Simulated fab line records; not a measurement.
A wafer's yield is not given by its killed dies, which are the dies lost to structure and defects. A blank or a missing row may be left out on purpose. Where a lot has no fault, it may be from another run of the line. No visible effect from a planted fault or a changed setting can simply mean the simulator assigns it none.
Matching of chambers -- flow gf180mcu -- GF_POLY_GATE_ETCH_13 on rie-si-02: 4 sister chambers
The step etches poly-Si in HBr/Cl2, stops on SiO2, target depth 198.5 nm, time 69.6 s. 15 wafers are shown with their chamber, then 7 later ones without.

== WAFERS WITH THEIR CHAMBER ==
wafer,chamber,drypump-motor-current-A (A),oes-product-au (a.u.),throttle-valve-pct (%)
L817.1,0,4.8,0.988,33.673
L817.2,1,5.7,0.985,33.683
L817.4,2,5.9,1.002,33.699
L818.2,1,5.7,0.982,33.684
L818.3,3,5.6,0.974,33.677
L818.6,1,5.7,0.985,33.702
L819.1,0,4.9,0.994,33.694
L819.3,1,5.7,0.989,33.697
L819.5,0,4.9,0.980,33.672
L821.2,2,5.8,0.988,33.684
L821.3,3,5.6,0.982,33.691
L821.4,1,5.7,0.986,33.700
L822.1,0,4.8,0.993,33.669
L822.3,2,5.8,0.995,33.683
L822.6,2,5.8,0.984,33.678

SIGNATURES (averages over the wafers above)
reading,chamber 0,chamber 1,chamber 2,chamber 3,scatter within a chamber
drypump-motor-current-A,4.850,5.700,5.825,5.600,0.0399
oes-product-au,0.98875,0.98540,0.99225,0.97800,0.00579
throttle-valve-pct,33.67700,33.69320,33.68600,33.68400,0.00984
Rule: for a wafer and a chamber, the distance is found by dividing, reading by reading, the gap between the wafer's reading and the chamber's mean by the reading's scatter, squaring, summing and taking the root. The wafer belongs to the nearest chamber; if the next one is less than 2 further off, it can't be placed. The scatter: take each reading less its chamber's mean, square it, sum over the shown wafers, divide by the number of wafers less the number of chambers, and take the root.

== WAFERS WHOSE CHAMBER IS MISSING ==
wafer,drypump-motor-current-A (A),oes-product-au (a.u.),throttle-valve-pct (%)
L823.1,5.7,0.987,33.698
L823.2,4.8,0.998,33.699
L823.5,5.8,0.996,33.679
L828.5,4.8,0.989,33.695
L830.4,5.6,0.999,33.686
L830.6,5.9,1.008,33.693
L831.3,5.9,1.004,33.683

== EACH ONE'S CHAMBER ==
wafer,from the rows above,in truth
L823.1,1,1
L823.2,0,0
L823.5,2,2
L828.5,0,0
L830.4,can't be placed: 1 or 3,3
L830.6,2,2
L831.3,2,2
6 of 7 placed correctly. These rows do not allow placing 1 (true chamber among the candidates in 1). Wrongly placed: 0.
